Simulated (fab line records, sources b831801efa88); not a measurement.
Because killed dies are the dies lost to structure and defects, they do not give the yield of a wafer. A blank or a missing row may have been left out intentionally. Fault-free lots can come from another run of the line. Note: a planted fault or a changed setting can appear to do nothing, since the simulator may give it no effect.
fab line records + flow sky130
record:
- lots: 7
- wafers: 21
- last_day: 50
route steps=708 shown VT_ADJUST_HVTP@89 VT_ADJUST_LVTN@97 PAD_OPEN@708
lots that met no fault: taken from a fault-free run of the same line
start_h: the number of hours between the record's first day and the start of the first shown wafer of the lot + wait_h: hours since the lot's step before + " repeats the value in the row above + L1.1+2: one row covering several wafers at once + - no value, or no start was given + * or withheld: withheld + < > ~ a bound
route shown NAME@n: a module of which the file shows steps, and the number in the route of the first + usual: mean/standard deviation taken from wafers without a fault + same: alike in all rows + chamber/n: place in a boat + sites: the reading at each site + _std_site: the values' standard deviation + _edge_site: inner sites' mean taken away from outer sites' mean + radius_mm: for every site, how far away it sits from the centre of the wafer + mask NAME#n: copy n + behind: the last tool/chamber to shape the wafer + hold: cause of the lot's hold/its duration in hours/its outcome + device: which transistor (n, p or np) failed to switch + end of line: at the end of the route, the tests of the same wafers + a step without rows: its recipe alone + killed: dies lost to structure and defects at the first sort, not the wafer's yield + map: dies across one wafer; x = killed, . = not, _ = none there
set.NAME: the setting that was run; set.NAME@STEP: the one run at that earlier step + model.NAME: the simulator's own value behind a step, which no gauge read
certain route steps with their lots: each step a table, each wafer a row
services: from which hour (start_h, from the record's first day; less than 0 if before it) a tool's chamber was out of use, for how many hours, and why
== steps ==
step: SKY_VT_ADJUST_HVTP_EXPOSE_04
recipe:
- mask_id: HVTPM
- na: 0.6
- source_shape: conventional
- sigma_outer: 0.6
- polarization: unpolarized
- target_cd_nm: 380
- dose_mj: 140
step: SKY_VT_ADJUST_HVTP_PEB_05
recipe:
- temp_c: withheld
- time_s: *
- resist: NOVOLAK
step: SKY_VT_ADJUST_HVTP_DEVELOP_06
recipe:
- resist: NOVOLAK
- developer: TMAH
- develop_time_s: 60
- dev_temp_c: 23
step: SKY_VT_ADJUST_HVTP_CD_MEAS_07
recipe:
- target_cd_nm: 380
usual:
- cd_nm: 379.0/1.8
| lot.wafer | tool      | chamber | start_h | wait_h | cd_nm |
|-----------|-----------|---------|---------|--------|-------|
| L716.2    | cd_sem-01 | -       | 126.16  | 0.1    | 379.9 |
| L716.3    | "         | -       | "       | "      | 381.9 |
| L716.6    | "         | -       | "       | "      | 381.4 |
| L717.3    | cd_sem-01 | -       | 131.78  | 0.1    | 375.3 |
| L717.4    | "         | -       | "       | "      | 376.5 |
| L717.6    | "         | -       | "       | "      | 376.6 |
| L718.1    | cd_sem-02 | -       | 139.51  | 0.1    | 382.4 |
| L718.4    | "         | -       | "       | "      | 378.3 |
| L718.6    | "         | -       | "       | "      | 379.4 |
| L725.3    | cd_sem-02 | -       | 184.68  | 0.1    | 377.6 |
| L725.4    | "         | -       | "       | "      | 378.1 |
| L725.6    | "         | -       | "       | "      | 380.2 |
| L727.1    | cd_sem-01 | -       | 199.69  | 0.1    | 380.6 |
| L727.2    | "         | -       | "       | "      | 378.2 |
| L727.5    | "         | -       | "       | "      | 378.7 |
| L731.3    | cd_sem-01 | -       | 225.09  | 0.1    | 379.2 |
| L731.4    | "         | -       | "       | "      | 378.1 |
| L731.6    | "         | -       | "       | "      | 378.9 |
| L738.1    | cd_sem-01 | -       | 267.78  | 0.1    | 374.6 |
| L738.3    | "         | -       | "       | "      | 377.5 |
| L738.4    | "         | -       | "       | "      | 377.4 |
step: SKY_VT_ADJUST_HVTP_OVL_MEAS_08
usual:
- VT_ADJUST_HVTP_OVL: 0.6/1.3
| lot.wafer | tool       | chamber | start_h | wait_h | VT_ADJUST_HVTP_OVL[nm] |
|-----------|------------|---------|---------|--------|------------------------|
| L716.2    | overlay-02 | -       | 126.26  | 0.1    | 0.9                    |
| L716.3    | "          | -       | "       | "      | 0.1                    |
| L716.6    | "          | -       | "       | "      | -0.5                   |
| L717.3    | overlay-02 | -       | 131.87  | 0.1    | -0.9                   |
| L717.4    | "          | -       | "       | "      | 1.8                    |
| L717.6    | "          | -       | "       | "      | 1.2                    |
| L718.1    | overlay-02 | -       | 139.63  | 0.1    | -0.2                   |
| L718.4    | "          | -       | "       | "      | 2.0                    |
| L718.6    | "          | -       | "       | "      | -1.0                   |
| L725.3    | overlay-01 | -       | 184.77  | 0.1    | -0.1                   |
| L725.4    | "          | -       | "       | "      | -0.3                   |
| L725.6    | "          | -       | "       | "      | 2.0                    |
| L727.1    | overlay-01 | -       | 199.81  | 0.1    | -0.9                   |
| L727.2    | "          | -       | "       | "      | -0.6                   |
| L727.5    | "          | -       | "       | "      | -1.7                   |
| L731.3    | overlay-02 | -       | 225.19  | 0.1    | -1.2                   |
| L731.4    | "          | -       | "       | "      | -1.1                   |
| L731.6    | "          | -       | "       | "      | -0.7                   |
| L738.1    | overlay-01 | -       | 267.90  | 0.1    | 2.6                    |
| L738.3    | "          | -       | "       | "      | 1.7                    |
| L738.4    | "          | -       | "       | "      | 1.5                    |
step: SKY_VT_ADJUST_HVTP_IMPLANT_09
recipe:
- species: As
- energy_kev: 150
- dose_cm2: 4.3e+12
- tilt_deg: withheld
step: SKY_VT_ADJUST_HVTP_STRIP_10
recipe:
- chemistry: O2/N2
- power_w: 1400
- pressure_mtorr: 1500
- platen_temp_c: withheld
- o2_flow_sccm: 3000
- n2_flow_sccm: 300
- overash_fraction: 0.5
usual:
- chamber_pressure_mTorr: 1499.9/1.3
- drypump_motor_current_A: 5.7/0.32
- oes_product_au: 0.715/0.0042
- strip_time_to_endpoint_s: 14.18/0.035
| lot.wafer | tool            | chamber | start_h | wait_h | chamber_pressure_mTorr | drypump_motor_current_A | oes_product_au | rf_hours_counter_h | strip_time_to_endpoint_s |
|-----------|-----------------|---------|---------|--------|------------------------|-------------------------|----------------|--------------------|--------------------------|
| L716.2    | plasma_asher-04 | 0       | 126.44  | 0.1    | 1502.5                 | 5.7                     | 0.722          | 1                  | 14.22                    |
| L716.3    | "               | 0       | "       | "      | 1500.9                 | 5.7                     | 0.723          | -                  | 14.16                    |
| L716.6    | "               | 1       | "       | "      | 1500.7                 | 5.9                     | 0.716          | -                  | 14.10                    |
| L717.3    | plasma_asher-01 | 1       | 132.08  | 0.1    | 1501.0                 | 5.7                     | 0.712          | -                  | 14.17                    |
| L717.4    | "               | 0       | "       | "      | 1500.3                 | 5.1                     | 0.713          | -                  | 14.21                    |
| L717.6    | "               | 1       | "       | "      | 1497.9                 | 5.7                     | 0.708          | -                  | 14.14                    |
| L718.1    | plasma_asher-01 | 1       | 139.81  | 0.1    | 1501.5                 | 5.7                     | 0.724          | 33                 | 14.16                    |
| L718.4    | "               | 1       | "       | "      | 1499.4                 | 5.7                     | 0.718          | -                  | 14.20                    |
| L718.6    | "               | 1       | "       | "      | 1499.7                 | 5.7                     | 0.718          | -                  | 14.20                    |
| L725.3    | plasma_asher-02 | 1       | 184.98  | 0.1    | 1500.7                 | 6.1                     | 0.712          | -                  | 14.16                    |
| L725.4    | "               | 0       | "       | "      | 1500.4                 | 5.3                     | 0.710          | -                  | 14.21                    |
| L725.6    | "               | 1       | "       | "      | 1499.4                 | 6.1                     | 0.700          | -                  | 14.18                    |
| L727.1    | plasma_asher-02 | 1       | 199.99  | 0.1    | 1498.7                 | 6.1                     | 0.716          | 51                 | 14.16                    |
| L727.2    | "               | 0       | "       | "      | 1501.1                 | 5.3                     | 0.718          | 51                 | 14.17                    |
| L727.5    | "               | 1       | "       | "      | 1497.3                 | 6.1                     | 0.715          | -                  | 14.20                    |
| L731.3    | plasma_asher-02 | 0       | 225.39  | 0.1    | 1501.2                 | 5.3                     | 0.720          | -                  | 14.20                    |
| L731.4    | "               | 1       | "       | "      | 1500.3                 | 6.1                     | 0.712          | -                  | 14.20                    |
| L731.6    | "               | 0       | "       | "      | 1500.4                 | 5.3                     | 0.714          | -                  | 14.25                    |
| L738.1    | plasma_asher-04 | 1       | 268.09  | 0.1    | 1498.5                 | 5.9                     | 0.718          | 15                 | 14.20                    |
| L738.3    | "               | 0       | "       | "      | 1500.7                 | 5.7                     | 0.717          | -                  | 14.20                    |
| L738.4    | "               | 1       | "       | "      | 1499.3                 | 5.9                     | 0.714          | -                  | 14.14                    |
step: SKY_VT_ADJUST_HVTP_TW_MEAS_11
usual:
- VT_ADJUST_HVTP_TW: 1353/9.1
| lot.wafer | tool          | chamber | start_h | wait_h | VT_ADJUST_HVTP_TW |
|-----------|---------------|---------|---------|--------|-------------------|
| L716.2    | film_metro-04 | -       | 126.55  | 0.1    | 1349              |
| L716.3    | "             | -       | "       | "      | 1353              |
| L716.6    | "             | -       | "       | "      | 1350              |
| L717.3    | film_metro-03 | -       | 132.16  | 0.1    | 1357              |
| L717.4    | "             | -       | "       | "      | 1364              |
| L717.6    | "             | -       | "       | "      | 1362              |
| L718.1    | film_metro-03 | -       | 139.91  | 0.1    | 1354              |
| L718.4    | "             | -       | "       | "      | 1356              |
| L718.6    | "             | -       | "       | "      | 1357              |
| L725.3    | film_metro-02 | -       | 185.06  | 0.1    | 1342              |
| L725.4    | "             | -       | "       | "      | 1352              |
| L725.6    | "             | -       | "       | "      | 1344              |
| L727.1    | film_metro-02 | -       | 200.09  | 0.1    | 1359              |
| L727.2    | "             | -       | "       | "      | 1346              |
| L727.5    | "             | -       | "       | "      | 1356              |
| L731.3    | film_metro-04 | -       | 225.48  | 0.1    | 1357              |
| L731.4    | "             | -       | "       | "      | 1352              |
| L731.6    | "             | -       | "       | "      | 1354              |
| L738.1    | film_metro-02 | -       | 268.19  | 0.1    | 1347              |
| L738.3    | "             | -       | "       | "      | 1354              |
| L738.4    | "             | -       | "       | "      | 1347              |
step: SKY_VT_ADJUST_LVTN_DEHYDRATE_00
recipe:
- temp_c: 200
- time_s: 60
step: SKY_VT_ADJUST_LVTN_HMDS_01
recipe:
- prime_time_s: 60
- prime_temp_c: 120
step: SKY_VT_ADJUST_LVTN_COAT_02
recipe:
- spin_rpm: 2000
- resist_thk_nm: 3000
step: SKY_VT_ADJUST_LVTN_SOFTBAKE_03
recipe:
- temp_c: 110
- time_s: withheld
step: SKY_VT_ADJUST_LVTN_EXPOSE_04
recipe:
- mask_id: NWM_COMPLEMENT_LESS_NATIVE
- na: 0.6
- source_shape: conventional
- sigma_outer: 0.6
- polarization: unpolarized
- target_cd_nm: 840
- dose_mj: 194
usual:
- exposure_dose_mJ_cm2: 194.02/0.17
| lot.wafer | tool             | chamber | start_h | wait_h | mask                         | exposure_dose_mJ_cm2 |
|-----------|------------------|---------|---------|--------|------------------------------|----------------------|
| L716.2    | iline_stepper-01 | 0       | 136.80  | -      | NWM_COMPLEMENT_LESS_NATIVE#0 | 193.94               |
| L716.3    | "                | 0       | "       | "      | NWM_COMPLEMENT_LESS_NATIVE#0 | 193.71               |
| L716.6    | "                | 0       | "       | "      | NWM_COMPLEMENT_LESS_NATIVE#0 | 193.96               |
| L717.3    | iline_stepper-01 | 0       | 142.06  | -      | NWM_COMPLEMENT_LESS_NATIVE#0 | 203.56               |
| L717.4    | "                | 0       | "       | "      | NWM_COMPLEMENT_LESS_NATIVE#0 | 203.47               |
| L717.6    | "                | 0       | "       | "      | NWM_COMPLEMENT_LESS_NATIVE#0 | 203.53               |
| L718.1    | iline_stepper-01 | 0       | 149.68  | -      | NWM_COMPLEMENT_LESS_NATIVE#0 | 203.40               |
| L718.4    | "                | 0       | "       | "      | NWM_COMPLEMENT_LESS_NATIVE#0 | 203.57               |
| L718.6    | "                | 0       | "       | "      | NWM_COMPLEMENT_LESS_NATIVE#0 | 203.63               |
| L725.3    | iline_stepper-01 | 0       | 195.89  | -      | NWM_COMPLEMENT_LESS_NATIVE#0 | 203.73               |
| L725.4    | "                | 0       | "       | "      | NWM_COMPLEMENT_LESS_NATIVE#0 | 203.75               |
| L725.6    | "                | 0       | "       | "      | NWM_COMPLEMENT_LESS_NATIVE#0 | 203.62               |
| L727.1    | iline_stepper-02 | 0       | 211.07  | -      | NWM_COMPLEMENT_LESS_NATIVE#0 | 194.04               |
| L727.2    | "                | 0       | "       | "      | NWM_COMPLEMENT_LESS_NATIVE#0 | 193.85               |
| L727.5    | "                | 0       | "       | "      | NWM_COMPLEMENT_LESS_NATIVE#0 | 194.17               |
| L731.3    | iline_stepper-02 | 0       | 237.11  | -      | NWM_COMPLEMENT_LESS_NATIVE#0 | 193.83               |
| L731.4    | "                | 0       | "       | "      | NWM_COMPLEMENT_LESS_NATIVE#0 | 194.08               |
| L731.6    | "                | 0       | "       | "      | NWM_COMPLEMENT_LESS_NATIVE#0 | 194.10               |
| L738.1    | iline_stepper-02 | 0       | 280.22  | -      | NWM_COMPLEMENT_LESS_NATIVE#0 | 194.01               |
| L738.3    | "                | 0       | "       | "      | NWM_COMPLEMENT_LESS_NATIVE#0 | 194.24               |
| L738.4    | "                | 0       | "       | "      | NWM_COMPLEMENT_LESS_NATIVE#0 | 194.10               |
step: SKY_VT_ADJUST_LVTN_PEB_05
recipe:
- temp_c: 115
- time_s: withheld
step: SKY_PAD_OPEN_PROBE_99
usual:
- killed_at_M0_to_M3: 42/6.4
- killed_at_M4_up: 3.0/2
- killed_at_contacts: 24/5.2
- killed_at_front_end: 14/4.2
- killed_at_other: 0.4/0.72
- killed_dies: 84/9
- killed_open: 46/6.6
- killed_short: 38/6
same:
- gross_dies: 492
- killed_at_back_side: 0
| lot.wafer | tool      | chamber | start_h | wait_h | killed_at_M0_to_M3 | killed_at_M4_up | killed_at_contacts | killed_at_front_end | killed_at_other | killed_dies | killed_open | killed_short |
|-----------|-----------|---------|---------|--------|--------------------|-----------------|--------------------|---------------------|-----------------|-------------|-------------|--------------|
| L716.2    | prober-02 | -       | 1081.20 | 0.1    | 45                 | 3               | 36                 | 12                  | 0               | 96          | 55          | 41           |
| L716.3    | prober-02 | -       | 1081.25 | 0.2    | 46                 | 3               | 35                 | 13                  | 0               | 97          | 55          | 42           |
| L716.6    | prober-02 | -       | 1081.40 | 0.2    | 43                 | 5               | 29                 | 17                  | 0               | 94          | 54          | 40           |
| L718.1    | prober-02 | -       | 1092.25 | 0.1    | 39                 | 2               | 24                 | 16                  | 1               | 82          | 55          | 27           |
| L718.4    | prober-02 | -       | 1092.40 | 0.2    | 45                 | 4               | 28                 | 19                  | 0               | 96          | 54          | 42           |
| L718.6    | prober-02 | -       | 1092.50 | 0.2    | 30                 | 0               | 36                 | 7                   | 0               | 73          | 37          | 36           |
| L725.3    | prober-01 | -       | 1133.62 | 0.2    | 35                 | 9               | 20                 | 18                  | 0               | 82          | 46          | 36           |
| L725.4    | prober-01 | -       | 1133.67 | 0.2    | 40                 | 5               | 21                 | 18                  | 0               | 84          | 50          | 34           |
| L725.6    | prober-01 | -       | 1133.77 | 0.2    | 43                 | 5               | 29                 | 19                  | 0               | 96          | 51          | 45           |
| L727.1    | prober-01 | -       | 1145.80 | 0.1    | 33                 | 4               | 22                 | 10                  | 0               | 69          | 39          | 30           |
| L727.2    | prober-01 | -       | 1145.85 | 0.1    | 29                 | 3               | 23                 | 15                  | 1               | 71          | 37          | 34           |
| L727.5    | prober-01 | -       | 1146.00 | 0.2    | 42                 | 3               | 29                 | 14                  | 0               | 88          | 51          | 37           |
| L731.3    | prober-01 | -       | 1169.81 | 0.2    | 39                 | 1               | 22                 | 20                  | 0               | 82          | 45          | 37           |
| L731.4    | prober-01 | -       | 1169.86 | 0.2    | 47                 | 2               | 22                 | 11                  | 0               | 82          | 47          | 35           |
| L731.6    | prober-01 | -       | 1169.96 | 0.2    | 43                 | 5               | 23                 | 14                  | 0               | 85          | 48          | 37           |
killed by level:class
L716.2 CONTACT:geometric_particle:open=16 VIA1:geometric_particle:open=9 LI_CONTACT:geometric_particle:open=7 VIA3:geometric_particle:open=6 METAL1:geometric_particle:short=5 VIA1:geometric_particle:short=5 FIELD_ISO:geometric_particle:open=4 LI_CONTACT:geometric_particle:short=4
L716.3 CONTACT:geometric_particle:open=12 VIA1:geometric_particle:open=9 CONTACT:geometric_particle:short=7 METAL2:geometric_particle:short=7 METAL2:geometric_particle:open=7 POLY_GATE:geometric_particle:short=6 LI_CONTACT:geometric_particle:open=6 METAL1:geometric_particle:short=6
L716.6 CONTACT:geometric_particle:open=13 VIA1:geometric_particle:open=10 LOCAL_INTERCONNECT:geometric_particle:short=9 VIA3:geometric_particle:open=8 METAL1:geometric_particle:short=6 FIELD_ISO:geometric_particle:short=5 FIELD_ISO:geometric_particle:open=4 METAL3:geometric_particle:short=4
L718.1 VIA1:geometric_particle:open=12 CONTACT:geometric_particle:open=9 VIA3:geometric_particle:open=7 VIA2:geometric_particle:open=7 LI_CONTACT:geometric_particle:open=5 LOCAL_INTERCONNECT:geometric_particle:short=5 FIELD_ISO:geometric_particle:open=4 POLY_GATE:geometric_particle:open=4
L718.4 CONTACT:geometric_particle:open=9 FIELD_ISO:geometric_particle:open=8 LI_CONTACT:geometric_particle:open=8 LOCAL_INTERCONNECT:geometric_particle:short=7 VIA3:geometric_particle:open=7 VIA2:geometric_particle:short=7 VIA1:geometric_particle:short=6 METAL2:geometric_particle:short=6
L718.6 CONTACT:geometric_particle:open=11 LI_CONTACT:geometric_particle:open=8 LOCAL_INTERCONNECT:geometric_particle:short=8 CONTACT:geometric_particle:short=7 METAL1:geometric_particle:short=7 VIA1:geometric_particle:open=6 METAL2:geometric_particle:short=5 VIA2:geometric_particle:open=4
L725.3 LI_CONTACT:geometric_particle:open=7 VIA3:geometric_particle:open=7 METAL4:geometric_particle:short=6 POLY_GATE:geometric_particle:short=6 CONTACT:geometric_particle:open=6 VIA1:geometric_particle:open=6 METAL2:geometric_particle:short=5 VIA2:geometric_particle:open=5
L725.4 LI_CONTACT:geometric_particle:open=9 VIA3:geometric_particle:open=9 VIA2:geometric_particle:open=7 VIA1:geometric_particle:open=6 METAL2:geometric_particle:short=5 POLY_GATE:geometric_particle:open=4 CONTACT:geometric_particle:open=4 CONTACT:geometric_particle:short=4
L725.6 LI_CONTACT:geometric_particle:open=10 VIA2:geometric_particle:open=10 CONTACT:geometric_particle:open=8 VIA1:geometric_particle:open=8 FIELD_ISO:geometric_particle:short=6 VIA1:geometric_particle:short=6 LOCAL_INTERCONNECT:geometric_particle:short=5 CONTACT:geometric_particle:short=5
L727.1 VIA1:geometric_particle:open=9 LI_CONTACT:geometric_particle:open=6 LI_CONTACT:geometric_particle:short=5 CONTACT:geometric_particle:open=5 VIA3:geometric_particle:open=5 METAL2:geometric_particle:short=4 FIELD_ISO:geometric_particle:short=3 CONTACT:geometric_particle:short=3
L727.2 CONTACT:geometric_particle:open=9 LI_CONTACT:geometric_particle:open=8 VIA1:geometric_particle:open=5 VIA3:geometric_particle:open=5 METAL1:geometric_particle:short=4 FIELD_ISO:geometric_particle:open=3 POLY_GATE:geometric_particle:short=3 LOCAL_INTERCONNECT:geometric_particle:short=3
L727.5 CONTACT:geometric_particle:open=11 LI_CONTACT:geometric_particle:open=10 VIA2:geometric_particle:open=9 VIA1:geometric_particle:open=7 METAL1:geometric_particle:short=6 VIA3:geometric_particle:open=5 METAL2:geometric_particle:short=4 FIELD_ISO:geometric_particle:open=3
L731.3 VIA1:geometric_particle:open=10 LI_CONTACT:geometric_particle:open=8 CONTACT:geometric_particle:open=6 FIELD_ISO:geometric_particle:short=5 VIA2:geometric_particle:open=5 LOCAL_INTERCONNECT:geometric_particle:short=4 METAL1:geometric_particle:short=4 METAL2:geometric_particle:short=4
L731.4 VIA1:geometric_particle:open=10 CONTACT:geometric_particle:open=10 VIA1:geometric_particle:short=7 VIA3:geometric_particle:open=6 LI_CONTACT:geometric_particle:open=5 VIA2:geometric_particle:open=5 METAL2:geometric_particle:short=5 METAL3:geometric_particle:short=4
L731.6 VIA2:geometric_particle:open=13 CONTACT:geometric_particle:open=8 VIA1:geometric_particle:open=7 VIA3:geometric_particle:open=6 LI_CONTACT:geometric_particle:open=5 CONTACT:geometric_particle:short=5 METAL3:geometric_particle:short=5 VIA3:geometric_particle:short=5
== services ==
| tool             | chamber | start_h | hours | kind        |
|------------------|---------|---------|-------|-------------|
| plasma_asher-04  | -       | 108.75  | 9.0   | pm          |
| plasma_asher-04  | 0       | 108.75  | 9.0   | vent_cycle  |
| plasma_asher-04  | 1       | 108.75  | 9.0   | vent_cycle  |
| iline_stepper-01 | 0       | 117.05  | -     | calibration |
| plasma_asher-04  | 0       | 117.75  | -     | clean       |
| plasma_asher-04  | 1       | 117.75  | -     | clean       |
| iline_stepper-02 | -       | 135.20  | 4.4   | pm          |
| iline_stepper-02 | 0       | 136.41  | -     | calibration |
| plasma_asher-04  | -       | 148.75  | 0.3   | repair      |
| plasma_asher-02  | -       | 157.08  | 3.6   | repair      |
| iline_stepper-01 | -       | 263.81  | 7.5   | repair      |
| plasma_asher-02  | -       | 266.38  | 7.5   | repair      |
| plasma_asher-01  | -       | 279.79  | 3.9   | repair      |
== key ==
first_sign:
- step: SKY_VT_ADJUST_LVTN_EXPOSE_04
- reading: exposure_dose_mJ_cm2
- direction: up
- sigmas: 56
- usual: *
- struck: *
effect none on later readings
met_at SKY_VT_ADJUST_LVTN_EXPOSE_04
struck_wafers L717.3,L717.4,L717.6,L718.1,L718.4,L718.6,L725.3,L725.4,L725.6
tester_left_out L717,L718,L725
onset_between 136.80 142.06
fault:
- kind: process_parameter_drift
- tool: iline_stepper-01
- chamber: -
- onset_h: 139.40
- steps: SKY_VT_ADJUST_LVTN_EXPOSE_04
- channel: dose_mj
- offset: 9.4576
- shape: step
- acts_in: these_recipes_only
- stated: 194
tester_left_out: of these lots the tester's yield and bins aren't shown, on N5 and GAA mostly nor the transistor test; their killed dies are dies lost to structure and defects alone, not to doping, threshold or leakage, so they don't give the yield
